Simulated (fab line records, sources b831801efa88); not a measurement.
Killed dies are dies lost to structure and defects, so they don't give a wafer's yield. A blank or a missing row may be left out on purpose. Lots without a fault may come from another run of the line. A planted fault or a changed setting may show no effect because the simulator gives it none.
fab line records | flow gf180mcu
record lots=15 wafers=45 last_day=34
route steps=602 shown V5@543 TOP_METAL@572 PASSIVATION@599
lots that met no fault: from a run of the same line without faults
start_h: hours from the record's first day to the start of the lot's first wafer shown | wait_h: hours since the lot's step before | " the same as in the row above | L1.1+2: a row that stands for several wafers | - no value, or no start given | * or withheld: withheld | < > ~ a bound
route shown NAME@n: a module of which the file shows steps, and the number in the route of the first | usual: mean/standard deviation of fault-free wafers | same: alike in all rows | chamber/n: place in a boat | sites: the reading at each site | _std_site: their standard deviation | _edge_site: outer sites' mean less inner sites' | radius_mm: how far each site lies from the wafer's centre | mask NAME#n: copy n | behind: the tool/chamber that last shaped the wafer | hold: why the lot was held/for how many hours/how that ended | device: the transistor (n, p or np) that didn't switch | end of line: the same wafers' tests at the end of the route | a step without rows: its recipe alone | killed: dies lost to structure and defects at the first sort, not the wafer's yield | map: a wafer's dies, x killed, . not, _ none there
set.NAME: the setting as run; set.NAME@STEP: as run at that earlier step | model.NAME: the simulator's own value behind a step, which no gauge read
steps of the route over a sample of lots; a table a step, a row a wafer
services: from which hour (start_h, from the record's first day; less than 0 if before it) a tool's chamber was out of use, for how many hours, and why
## steps
# step GF_V5_THK_MEAS_03
# recipe reads=SiO2_of_V5_CVD_02
# usual V5_CVD_02_THK=1455/20
# columns lot.wafer tool chamber start_h wait_h V5_CVD_02_THK[nm]
L900.4 film_metro-01 - 603.53 0.0 1490
L900.5 " - " " 1476
L900.6 " - " " 1481
L901.2 film_metro-01 - 605.30 0.1 1438
L901.3 " - " " 1437
L901.6 " - " " 1442
L902.1 film_metro-02 - 620.06 0.1 1446
L902.3 " - " " 1452
L902.4 " - " " 1481
L903.1 film_metro-04 - 628.60 0.1 1446
L903.5 " - " " 1449
L903.6 " - " " 1447
L904.1 film_metro-02 - 637.81 0.1 1449
L904.2 " - " " 1449
L904.5 " - " " 1480
L905.1 film_metro-02 - 643.13 0.1 1448
L905.2 " - " " 1438
L905.6 " - " " 1445
L906.1 film_metro-04 - 654.42 0.1 1426
L906.5 " - " " 1475
L906.6 " - " " 1485
L908.1 film_metro-02 - 670.23 0.1 1446
L908.2 " - " " 1449
L908.3 " - " " 1443
L909.1 film_metro-04 - 671.62 0.1 1451
L909.3 " - " " 1445
L909.4 " - " " 1481
L910.2 film_metro-01 - 681.95 0.1 1447
L910.4 " - " " 1489
L910.6 " - " " 1467
L911.4 film_metro-01 - 684.66 0.0 1453
L911.5 " - " " 1464
L911.6 " - " " 1450
L912.3 film_metro-04 - 702.00 0.1 1439
L912.4 " - " " 1478
L912.5 " - " " 1453
L920.4 film_metro-04 - 754.02 0.0 1428
L920.5 " - " " 1460
L920.6 " - " " 1464
L921.3 film_metro-01 - 758.38 0.1 1471
L921.4 " - " " 1508
L921.5 " - " " 1481
L922.1 film_metro-04 - 759.78 0.1 1420
L922.4 " - " " 1442
L922.5 " - " " 1433
# step GF_V5_CD_MEAS_14
# recipe target_cd_nm=260
# usual cd_nm=260.2/1.6
# columns lot.wafer tool chamber start_h wait_h cd_nm
L900.4 cd_sem-01 - 624.59 0.1 258.5
L900.5 " - " " 258.4
L900.6 " - " " 260.8
L901.2 cd_sem-01 - 626.66 0.1 261.1
L901.3 " - " " 260.9
L901.6 " - " " 262.6
L902.1 cd_sem-01 - 640.44 0.1 261.2
L902.3 " - " " 261.2
L902.4 " - " " 261.0
L903.1 cd_sem-01 - 649.22 0.1 260.8
L903.5 " - " " 260.5
L903.6 " - " " 260.6
L904.1 cd_sem-01 - 657.78 0.1 260.5
L904.2 " - " " 260.5
L904.5 " - " " 259.8
L905.1 cd_sem-01 - 663.38 0.1 258.2
L905.2 " - " " 258.1
L905.6 " - " " 258.0
L906.1 cd_sem-02 - 675.84 0.1 261.4
L906.5 " - " " 260.1
L906.6 " - " " 260.1
L908.1 cd_sem-02 - 688.43 0.1 261.0
L908.2 " - " " 260.4
L908.3 " - " " 261.2
L909.1 cd_sem-01 - 690.32 0.1 256.5
L909.3 " - " " 256.7
L909.4 " - " " 258.8
L910.2 cd_sem-01 - 700.91 0.1 259.6
L910.4 " - " " 260.0
L910.6 " - " " 259.3
L911.4 cd_sem-02 - 703.99 0.1 257.7
L911.5 " - " " 259.0
L911.6 " - " " 259.1
L912.3 cd_sem-02 - 720.33 0.1 260.9
L912.4 " - " " 260.0
L912.5 " - " " 259.9
L920.4 cd_sem-01 - 771.08 0.1 258.7
L920.5 " - " " 258.2
L920.6 " - " " 258.0
L921.3 cd_sem-02 - 774.42 0.1 260.6
L921.4 " - " " 260.2
L921.5 " - " " 260.6
L922.1 cd_sem-01 - 776.74 0.1 258.9
L922.4 " - " " 260.6
L922.5 " - " " 258.8
# step GF_TOP_METAL_RS_MEAS_05
# recipe thk_meas_gauge=four-point-probe reads=TiN_of_TOP_METAL_SPUTTER_04+Ti_of_TOP_METAL_SPUTTER_03+AlCu_of_TOP_METAL_SPUTTER_02+TiN_of_TOP_METAL_SPUTTER_01+Ti_of_TOP_METAL_SPUTTER_00
# usual TOP_METAL_ALCU_RS=0.0329/0.00035
# columns lot.wafer tool chamber start_h wait_h TOP_METAL_ALCU_RS[ohm/sq]
L900.4 film_metro-03 - 626.35 0.1 0.0325
L900.5 " - " " 0.0326
L900.6 " - " " 0.0324
L901.2 film_metro-03 - 628.48 0.0 0.0330
L901.3 " - " " 0.0326
L901.6 " - " " 0.0327
L902.1 film_metro-02 - 642.49 0.0 0.0329
L902.3 " - " " 0.0324
L902.4 " - " " 0.0326
L903.1 film_metro-04 - 650.98 0.0 0.0332
L903.5 " - " " 0.0330
L903.6 " - " " 0.0332
L904.1 film_metro-02 - 659.54 0.0 0.0333
L904.2 " - " " 0.0334
L904.5 " - " " 0.0335
L905.1 film_metro-02 - 665.17 0.0 0.0328
L905.2 " - " " 0.0328
L905.6 " - " " 0.0330
L906.1 film_metro-03 - 677.98 0.0 0.0334
L906.5 " - " " 0.0331
L906.6 " - " " 0.0333
L908.1 film_metro-02 - 690.44 0.0 0.0328
L908.2 " - " " 0.0328
L908.3 " - " " 0.0327
L909.1 film_metro-02 - 692.49 0.0 0.0326
L909.3 " - " " 0.0324
L909.4 " - " " 0.0325
L910.2 film_metro-02 - 703.05 0.0 0.0334
L910.4 " - " " 0.0338
L910.6 " - " " 0.0332
L911.4 film_metro-02 - 705.78 0.1 0.0332
L911.5 " - " " 0.0327
L911.6 " - " " 0.0329
L912.3 film_metro-04 - 722.12 0.1 0.0327
L912.4 " - " " 0.0333
L912.5 " - " " 0.0332
L920.4 film_metro-04 - 772.88 0.1 0.0326
L920.5 " - " " 0.0330
L920.6 " - " " 0.0325
L921.3 film_metro-04 - 776.21 0.1 0.0333
L921.4 " - " " 0.0329
L921.5 " - " " 0.0326
L922.1 film_metro-03 - 778.49 0.0 0.0332
L922.4 " - " " 0.0334
L922.5 " - " " 0.0331
# step GF_PASSIVATION_STRIP_12
# recipe chemistry=O2/N2 power_w=1400 pressure_mtorr=1500 platen_temp_c=250 o2_flow_sccm=3000 n2_flow_sccm=300 overash_fraction=0.5
# usual chamber_pressure_mTorr=1500.0/1.3 drypump_motor_current_A=5.8/0.62 heater_power_w=341/27 oes_product_au=0.720/0.0047 platen_temp_c=250.00/0.18 strip_time_to_endpoint_s=34.83/0.16
# columns lot.wafer tool chamber start_h wait_h chamber_pressure_mTorr drypump_motor_current_A heater_power_w oes_product_au platen_temp_c rf_hours_counter_h strip_time_to_endpoint_s
L900.4 plasma_asher-01 1 666.92 0.2 1501.6 5.6 411 0.723 249.97 - 34.74
L900.5 " 0 " " 1499.8 6.3 333 0.711 249.89 - 34.81
L900.6 " 1 " " 1501.7 5.6 401 0.716 250.01 - 34.68
L901.2 plasma_asher-02 1 669.38 0.1 1502.7 4.9 326 0.718 250.08 57 34.97
L901.3 " 0 " " 1500.5 5.3 324 0.717 250.06 - 34.64
L901.6 " 0 " " 1499.1 5.3 314 0.716 250.09 - 34.79
L902.1 plasma_asher-02 0 682.52 0.1 1497.6 5.3 314 0.712 250.08 58 34.80
L902.3 " 0 " " 1501.3 5.3 322 0.714 250.36 - 34.89
L902.4 " 1 " " 1499.2 5.0 346 0.721 250.11 - 34.81
L903.1 plasma_asher-02 0 690.03 0.1 1500.5 5.3 325 0.722 249.86 59 34.88
L903.5 " 1 " " 1498.3 4.9 334 0.725 249.86 - 34.75
L903.6 " 0 " " 1499.4 5.3 323 0.722 249.87 - 34.98
L904.1 plasma_asher-03 0 698.72 0.1 1500.8 6.1 360 0.724 250.03 26 35.06
L904.2 " 1 " " 1498.0 6.7 328 0.716 249.60 26 34.81
L904.5 " 0 " " 1498.2 6.1 365 0.724 249.94 - 34.80
L905.1 plasma_asher-03 0 703.21 0.1 1502.0 6.1 360 0.732 250.07 26 34.91
L905.2 " 1 " " 1499.5 6.7 340 0.722 250.28 26 34.90
L905.6 " 0 " " 1500.4 6.1 362 0.724 249.88 - 34.99
L906.1 plasma_asher-03 0 715.76 0.1 1501.3 6.1 354 0.717 249.69 27 34.98
L906.5 " 0 " " 1498.9 6.1 349 0.715 250.08 - 34.83
L906.6 " 1 " " 1499.1 6.7 335 0.725 250.13 - 35.06
L908.1 plasma_asher-01 0 727.87 0.1 1500.3 6.3 333 0.731 250.32 108 34.70
L908.2 " 1 " " 1499.7 5.6 399 0.724 250.06 108 34.79
L908.3 " 1 " " 1498.1 5.6 397 0.727 250.06 - 34.79
L909.1 plasma_asher-03 0 729.57 0.1 1499.6 6.1 363 0.723 249.72 29 34.96
L909.3 " 0 " " 1500.2 6.1 365 0.726 250.05 - 34.97
L909.4 " 1 " " 1500.2 6.6 337 0.716 249.96 - 34.99
L910.2 plasma_asher-02 1 739.51 0.1 1500.6 5.0 333 0.722 250.13 63 34.62
L910.4 " 1 " " 1500.5 5.0 340 0.718 250.21 - 34.76
L910.6 " 0 " " 1500.5 5.3 316 0.717 249.88 - 34.91
L911.4 plasma_asher-02 1 742.05 0.2 1500.1 5.0 330 0.713 249.71 - 35.02
L911.5 " 0 " " 1499.1 5.3 317 0.717 249.75 - 34.92
L911.6 " 1 " " 1500.1 4.9 331 0.719 249.81 - 34.74
L912.3 plasma_asher-02 0 755.90 0.2 1499.6 5.3 320 0.720 249.84 - 34.88
L912.4 " 1 " " 1500.7 4.9 336 0.716 249.94 - 34.45
L912.5 " 0 " " 1498.8 5.3 317 0.719 249.95 - 34.71
L920.4 plasma_asher-01 1 804.84 0.2 - - - - - - -
L920.5 " 1 " " - - - - - - -
L920.6 " 0 " " - - - - - - -
L921.3 plasma_asher-03 0 808.70 0.2 - - - - - - -
L921.4 " 1 " " - - - - - - -
L921.5 " 1 " " - - - - - - -
L922.1 plasma_asher-03 0 810.08 0.1 - - - - - - -
L922.4 " 1 " " - - - - - - -
L922.5 " 1 " " - - - - - - -
## services
# columns tool chamber start_h hours kind
plasma_asher-03 - 652.72 15.6 pm
plasma_asher-01 - 661.83 0.9 repair
plasma_asher-03 - 680.19 3.6 repair
plasma_asher-02 - 718.16 14.6 pm
plasma_asher-01 - 733.75 9.0 pm
plasma_asher-01 0 733.75 9.0 vent_cycle
plasma_asher-01 1 733.75 9.0 vent_cycle
plasma_asher-01 0 742.75 - clean
plasma_asher-01 1 742.75 - clean
plasma_asher-01 - 756.30 14.6 pm
plasma_asher-01 - 774.67 1.5 repair
## key
first_sign step=GF_PASSIVATION_STRIP_12 reading=tool_record direction=missing
effect none on later readings
met_at GF_PASSIVATION_STRIP_12
struck_lots L920,L921,L922
later_rows_left_out L920.4,L920.5,L920.6,L921.3,L921.4,L921.5,L922.1,L922.4,L922.5
sort_left_out L920.4,L920.5,L920.6,L921.3,L921.4,L921.5,L922.1,L922.4,L922.5
not_acting_at GF_V5_THK_MEAS_03,GF_V5_CD_MEAS_14,GF_TOP_METAL_RS_MEAS_05
onset_between 729.57 804.84
fault kind=skipped_step_whole tool=plasma_asher-01,plasma_asher-03 chamber=- onset_h=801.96 steps=GF_PASSIVATION_STRIP_12 scope=struck_lots_only
# sort_left_out: the simulated sort isn't trusted on such a fault, so these wafers' sort isn't shown, and their yield isn't known
# later_rows_left_out: the simulator's readings of these wafers behind a module that went badly wrong aren't trusted and aren't shown, but for the sort
